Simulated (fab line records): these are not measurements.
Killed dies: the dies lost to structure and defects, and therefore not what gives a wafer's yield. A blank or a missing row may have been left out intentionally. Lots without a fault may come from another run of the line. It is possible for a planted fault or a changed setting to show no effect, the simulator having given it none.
Which tool is to blame? | flow sky130 | 11 lots with 33 wafers sampled at 6 steps, on a route of 708 steps

== WHAT THE GAUGES SHOWED, per wafer ==
SKY_POLY_GATE_OVL_MEAS_14. Usual: POLY_GATE_OVL gives -2 nm (standard deviation 5.5).
lot  | measured     | on         | POLY_GATE_OVL (nm) | flag
L386 | day 19 11:41 | overlay-02 | 0 4 -3             | 
L387 | day 19 17:13 | overlay-02 | -12 -1 -9          | 
L391 | day 21 04:50 | overlay-02 | -10 2 -10          | 
L390 | day 21 07:02 | overlay-02 | -2 5 -1            | 
L393 | day 22 01:03 | overlay-02 | -8 -9 0            | 
L392 | day 22 07:40 | overlay-01 | 1 -4 -1            | 
L394 | day 22 13:22 | overlay-01 | 5 10 3             | 
L395 | day 22 18:06 | overlay-02 | 5 -1 -1            | 
L399 | day 23 13:19 | overlay-01 | -15 -11 -8         | 
L400 | day 23 23:28 | overlay-02 | 0 -2 5             | 
L403 | day 24 06:01 | overlay-02 | -7 2 -10           | 

SKY_SD_N_TW_MEAS_12. Usual: SD_N_TW gives 3973 (standard deviation 21).
lot  | measured     | on           | SD_N_TW                       | flag
L386 | day 30 21:39 | filmMetro-03 | 3954 3958 3943                | 
L387 | day 31 02:05 | filmMetro-03 | 3936 3934 3928                | 
L391 | day 32 07:31 | filmMetro-01 | 3955 3968 3976                | 
L390 | day 32 09:32 | filmMetro-01 | 3971 3998 3968                | 
L393 | day 33 02:05 | filmMetro-03 | 3967 3977 3993                | 
L392 | day 33 10:55 | filmMetro-01 | 3974 4020 3986                | 
L394 | day 33 13:07 | filmMetro-02 | 4018 4012 4017                | 
L395 | day 33 18:18 | filmMetro-03 | 3907 3892 3923                | OFF
L399 | day 34 08:28 | filmMetro-03 | 3869 3870 3870 3883 3901 3878 | OFF
L400 | day 34 21:26 | filmMetro-03 | 3956 3956 3959                | 
L403 | day 35 02:04 | filmMetro-02 | 3981 3981 3975                | 

SKY_SD_N_RS_MEAS_16: uses a four-point probe to measure. Usual: SD_N_RS gives 68.55 ohm/sq (standard deviation 0.11).
lot  | measured     | on           | SD_N_RS (ohm/sq)                    | flag
L386 | day 30 21:56 | filmMetro-01 | 68.47 68.51 68.54                   | 
L387 | day 31 02:23 | filmMetro-02 | 68.53 68.40 68.34                   | 
L391 | day 32 07:49 | filmMetro-03 | 68.35 68.46 68.55                   | 
L390 | day 32 09:49 | filmMetro-01 | 68.63 68.56 68.67                   | 
L393 | day 33 02:22 | filmMetro-02 | 68.34 68.41 68.34                   | 
L392 | day 33 11:13 | filmMetro-03 | 68.59 68.42 68.68                   | 
L394 | day 33 13:25 | filmMetro-03 | 68.55 68.61 68.56                   | 
L395 | day 33 18:35 | filmMetro-02 | 75.08 74.89 75.09 74.99 74.78 74.95 | OFF
L399 | day 34 13:27 | filmMetro-01 | 75.25 75.08 75.09 75.15 75.01 74.99 | OFF
L400 | day 34 21:44 | filmMetro-02 | 68.58 68.74 68.52                   | 
L403 | day 35 02:23 | filmMetro-03 | 68.66 68.76 68.75                   | 

SKY_SD_N_RS_MEAS_18: uses a four-point probe to measure. Usual: RES_XHIGH_RS gives 333.3 ohm/sq (standard deviation 1.5).
lot  | measured     | on           | RES_XHIGH_RS (ohm/sq) | flag
L386 | day 30 22:10 | filmMetro-01 | 330.7 331.8 332.3     | 
L387 | day 31 02:38 | filmMetro-02 | 334.7 334.6 333.5     | 
L391 | day 32 08:04 | filmMetro-03 | 332.7 331.1 331.1     | 
L390 | day 32 10:04 | filmMetro-01 | 331.9 332.2 330.4     | 
L393 | day 33 02:37 | filmMetro-02 | 332.8 332.0 333.0     | 
L392 | day 33 11:27 | filmMetro-03 | 335.2 334.9 334.2     | 
L394 | day 33 13:40 | filmMetro-03 | 333.9 334.6 334.2     | 
L400 | day 34 21:59 | filmMetro-02 | 331.5 330.3 331.8     | 
L403 | day 35 02:37 | filmMetro-03 | 334.7 333.4 336.4     | 

== EACH LOT AND THE TOOL THAT RAN IT (in order: tool; ch and the chambers of the sampled wafers; start) ==
lot  | SKY_SD_N_IMPLANT_09             | SKY_SD_N_STRIP_11
L386 | implanter-03 ch 0, day 30 21:15 | plasmaAsher-02 ch 0,1, day 30 21:33
L387 | implanter-03 ch 0, day 31 01:43 | plasmaAsher-02 ch 0,1, day 31 02:00
L391 | implanter-04 ch 0, day 32 07:08 | plasmaAsher-04 ch 0,1, day 32 07:25
L390 | implanter-02 ch 0, day 32 09:08 | plasmaAsher-04 ch 0,1, day 32 09:26
L393 | implanter-02 ch 0, day 33 01:41 | plasmaAsher-04 ch 1, day 33 01:59
L392 | implanter-03 ch 0, day 33 10:32 | plasmaAsher-04 ch 0,1, day 33 10:49
L394 | implanter-04 ch 0, day 33 12:44 | plasmaAsher-02 ch 0,1, day 33 13:01
L395 | implanter-02 ch 0, day 33 17:54 | plasmaAsher-04 ch 0,1, day 33 18:12
L399 | implanter-02 ch 0, day 34 08:05 | plasmaAsher-01 ch 0,1, day 34 08:22
L400 | implanter-04 ch 0, day 34 21:04 | plasmaAsher-01 ch 0,1, day 34 21:21
L403 | implanter-04 ch 0, day 35 01:43 | plasmaAsher-02 ch 0,1, day 35 01:58
- SKY_SD_N_IMPLANT_09
- SKY_SD_N_STRIP_11: strips in O2/N2.

== AS READ BY THE TOOLS THEMSELVES (means over the sampled wafers that have a number; for cases with no such wafer, the mark the record gives instead) ==
SKY_SD_N_IMPLANT_09. Usual: 4.001e+15 for doseIonsCm2, sd 4.1e+12.
lot  | tool         | doseIonsCm2 | flag
L386 | implanter-03 | 4.000e+15   | 
L387 | implanter-03 | 3.995e+15   | 
L391 | implanter-04 | 3.995e+15   | 
L390 | implanter-02 | 3.996e+15   | 
L393 | implanter-02 | 4.004e+15   | 
L392 | implanter-03 | 4.002e+15   | 
L394 | implanter-04 | 4.002e+15   | 
L395 | implanter-02 | 2.307e+15   | OFF
L399 | implanter-02 | 2.313e+15   | OFF
L400 | implanter-04 | 4.002e+15   | 
L403 | implanter-04 | 4.001e+15   | 

SKY_SD_N_STRIP_11. Usual: drypumpMotorCurrentA 5.5 A, standard deviation 0.39; o2FlowSccm 2896 sccm, standard deviation 7.6; oesProductAu 0.527 a.u., standard deviation 0.005; stripTimeToEndpointS 22.60 s, standard deviation 0.039.
lot  | tool           | drypumpMotorCurrentA (A) | o2FlowSccm (sccm) | oesProductAu (a.u.) | stripTimeToEndpointS (s) | flag
L386 | plasmaAsher-02 | 5.5                      | 2898              | 0.524               | 22.58                    | 
L387 | plasmaAsher-02 | 5.5                      | 2894              | 0.529               | 22.67                    | 
L391 | plasmaAsher-04 | 5.6                      | 2897              | 0.529               | 22.64                    | 
L390 | plasmaAsher-04 | 5.4                      | 2898              | 0.530               | 22.59                    | 
L393 | plasmaAsher-04 | 5.2                      | 2896              | 0.527               | 22.61                    | 
L392 | plasmaAsher-04 | 5.4                      | 2893              | 0.526               | 22.61                    | 
L394 | plasmaAsher-02 | 5.5                      | 2897              | 0.532               | 22.61                    | 
L395 | plasmaAsher-04 | 5.5                      | 2902              | 0.554               | 20.69                    | OFF
L399 | plasmaAsher-01 | 5.4                      | 2895              | 0.553               | 20.62                    | OFF
L400 | plasmaAsher-01 | 5.2                      | 2900              | 0.530               | 22.57                    | 
L403 | plasmaAsher-02 | 5.8                      | 2901              | 0.528               | 22.53                    | 

== THE ANSWER, worked out from the rows above alone ==
Rule: a lot is off if the mean of its wafers that have a number lies more than 3 standard deviations from the usual mean. Also off: a lot with no number at a reading for which 4 or more lots have one. Where the step has rows for the other lots, those lots are counted as sound. Order of review: gauges by route order, followed by the tools' own readings, for which a lot's mean as printed above is used. The first step at which some lot is off is used, and at that step the reading that is off furthest; a lot without a number counts as furthest.
Off: L395, L399, seen at SKY_SD_N_TW_MEAS_12 (SD_N_TW).
A tool fits if, at a process step before that reading, it ran every lot that is off, and no sound lot after the first of them. The gauges at SKY_SD_N_TW_MEAS_12 aren't tried: what is off there is off at SKY_SD_N_RS_MEAS_16 too, on other tools, and a gauge's error can't cause that. One fits: SKY_SD_N_IMPLANT_09 on implanter-02. Its last sound lot is L393 (day 33 01:41), its first lot that is off L395 (day 33 17:54): a fault that began between those two fits.
The tool's own readings at SKY_SD_N_IMPLANT_09 bear it out: on the lots that are off they differ by more than 5 times the standard deviation of the sound lots' means. doseIonsCm2 reads 2.310e+15 there against 4.000e+15 on the sound lots.

== WHAT THE SIMULATOR PUT IN ==
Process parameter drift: implanter-02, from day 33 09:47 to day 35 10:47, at SKY_SD_N_IMPLANT_09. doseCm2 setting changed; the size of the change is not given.
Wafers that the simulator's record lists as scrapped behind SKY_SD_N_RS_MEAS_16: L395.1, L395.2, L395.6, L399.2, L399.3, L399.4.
Struck lots among those shown: L395, L399. Same finding as the rule above.
